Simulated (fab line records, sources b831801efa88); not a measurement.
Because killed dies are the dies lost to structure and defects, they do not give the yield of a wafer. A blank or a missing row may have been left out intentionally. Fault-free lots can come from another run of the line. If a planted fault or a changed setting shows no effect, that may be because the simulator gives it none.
The same fault as seen by 2 desks + flow gf180mcu + numbers are kept per desk, each desk with only its own; the story behind them comes last

THE METROLOGY DESK
What the gauges read, lot by lot, whatever tool the lot ran on: means of the sampled wafers that have a number. The brackets show how far a lot's mean lies from the usual mean; more than 4 standard deviations puts the lot out of limits, marked OUT.
Columns: A = cd_nm at GF_HV_LDD_CD_MEAS_19, usual 399.7 nm; B = HV_LDD_01_OVL at GF_HV_LDD_OVL_MEAS_20, usual -1.2 nm
| lot  | first seen here | A     | B    |
|------|-----------------|-------|------|
| L824 | day 11 00:07    | 399.6 | -0.5 |
| L823 | day 11 00:16    | 401.4 | -1.3 |
| L828 | day 12 02:31    | 403.9 | -2.1 |
| L830 | day 12 21:46    | 398.1 | 0.9  |
| L831 | day 13 05:07    | 396.5 | -0.1 |
| L832 | day 13 11:46    | 400.0 | -1.9 |
| L833 | day 13 19:05    | 399.7 | -0.2 |
| L834 | day 14 04:24    | 401.1 | -0.2 |
| L835 | day 14 08:44    | 395.1 | 0.1  |
| L836 | day 14 15:05    | 399.0 | -3.0 |
| L839 | day 15 18:23    | 400.5 | -0.9 |
| L843 | day 16 23:19    | 398.5 | 0.2  |
| L844 | day 17 10:14    | 399.3 | -0.6 |
| L845 | day 17 15:56    | 399.8 | -0.8 |
| L846 | day 18 01:41    | 399.9 | -0.3 |
This desk found nothing out of limits on any of the 15 lots.

FOR THE TOOL OWNER'S DESK: iline_stepper-01
The tool's own readings at GF_SAB_EXPOSE_06 (exposes mask SAB, target cd 420 nm): means of the sampled wafers that have a number, for each lot that ran on this tool. The brackets show how far a lot's mean lies from the usual mean; more than 4 standard deviations puts the lot out of limits, marked OUT.
Columns: A = exposure_dose_mJ_cm2 at GF_SAB_EXPOSE_06, usual 138.75; B = focus_offset_nm at GF_SAB_EXPOSE_06, usual 0.1 nm
| lot  | first seen here | A      | B    |
|------|-----------------|--------|------|
| L824 | day 14 21:28    | 138.80 | 0.1  |
| L823 | day 15 00:16    | 138.97 | 0.0  |
| L828 | day 16 06:42    | 138.54 | 0.5  |
| L830 | day 17 03:32    | 138.97 | 0.8  |
| L832 | day 17 18:54    | 138.80 | 0.3  |
| L836 | day 19 01:47    | 138.81 | 0.2  |
| L843 | day 21 16:57    | 138.63 | -0.2 |
| L844 | day 22 03:34    | 138.81 | 0.1  |
This desk found nothing out of limits on any of the 8 lots.

ALL TOGETHER
Metrology desk: nothing out of limits seen.
Nothing out of limits was seen by the tool owner's desk.

WHAT THE SIMULATOR HAD INSERTED
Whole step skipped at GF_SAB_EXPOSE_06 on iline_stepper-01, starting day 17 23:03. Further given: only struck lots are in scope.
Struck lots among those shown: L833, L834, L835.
